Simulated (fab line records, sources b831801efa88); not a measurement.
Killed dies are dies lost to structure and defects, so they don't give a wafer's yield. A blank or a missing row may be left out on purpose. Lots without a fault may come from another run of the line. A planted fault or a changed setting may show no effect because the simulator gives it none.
Chamber matching | flow sky130 | SKY_METAL4_ETCH_17 on rie_diel-04: 4 sister chambers
The step etches SiO2 in C4F8/O2/Ar, stops on TiN, time 3.9 s, target depth 15 nm. 14 wafers are shown with their chamber, then 7 later ones without.

WAFERS WITH THEIR CHAMBER
wafer  | chamber | oes_product_au (a.u.)
L100.2 | 1       | 0.765
L100.3 | 3       | 0.754
L100.4 | 0       | 0.764
L101.1 | 2       | 0.751
L101.4 | 1       | 0.747
L101.5 | 3       | 0.754
L104.2 | 1       | 0.749
L104.3 | 0       | 0.750
L104.5 | 1       | 0.748
L103.1 | 2       | 0.748
L103.2 | 1       | 0.754
L103.5 | 2       | 0.768
L105.3 | 2       | 0.757
L105.4 | 2       | 0.760

SIGNATURES (means of the wafers above)
reading        | chamber 0 | chamber 1 | chamber 2 | chamber 3 | scatter within a chamber
oes_product_au | 0.75700   | 0.75260   | 0.75680   | 0.75400   | 0.00752
Rule: a wafer's distance from a chamber is the root of the sum, over the readings, of the square of ((its reading less the chamber's mean) divided by the reading's scatter). The wafer belongs to the nearest chamber; if the next one is less than 2 further off, it can't be placed. The scatter: the root of (the sum of the squares of (reading less its chamber's mean) over the shown wafers, divided by (wafers less chambers)).

WAFERS WITHOUT THEIR CHAMBER
wafer  | oes_product_au (a.u.)
L105.5 | 0.770
L106.3 | 0.753
L106.5 | 0.765
L106.6 | 0.758
L118.2 | 0.749
L118.4 | 0.762
L118.6 | 0.761

WHICH CHAMBER EACH WENT THROUGH
wafer  | from the rows above               | in truth
L105.5 | can't be placed: 0 or 2 or 3 or 1 | 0
L106.3 | can't be placed: 1 or 3 or 2 or 0 | 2
L106.5 | can't be placed: 0 or 2 or 3 or 1 | 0
L106.6 | can't be placed: 0 or 2 or 3 or 1 | 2
L118.2 | can't be placed: 1 or 3 or 2 or 0 | 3
L118.4 | can't be placed: 0 or 2 or 3 or 1 | 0
L118.6 | can't be placed: 0 or 2 or 3 or 1 | 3
Placed correctly: 0 of 7. Can't be placed from these rows: 7 (the true chamber is among the candidates in 7). Placed wrongly: 0.
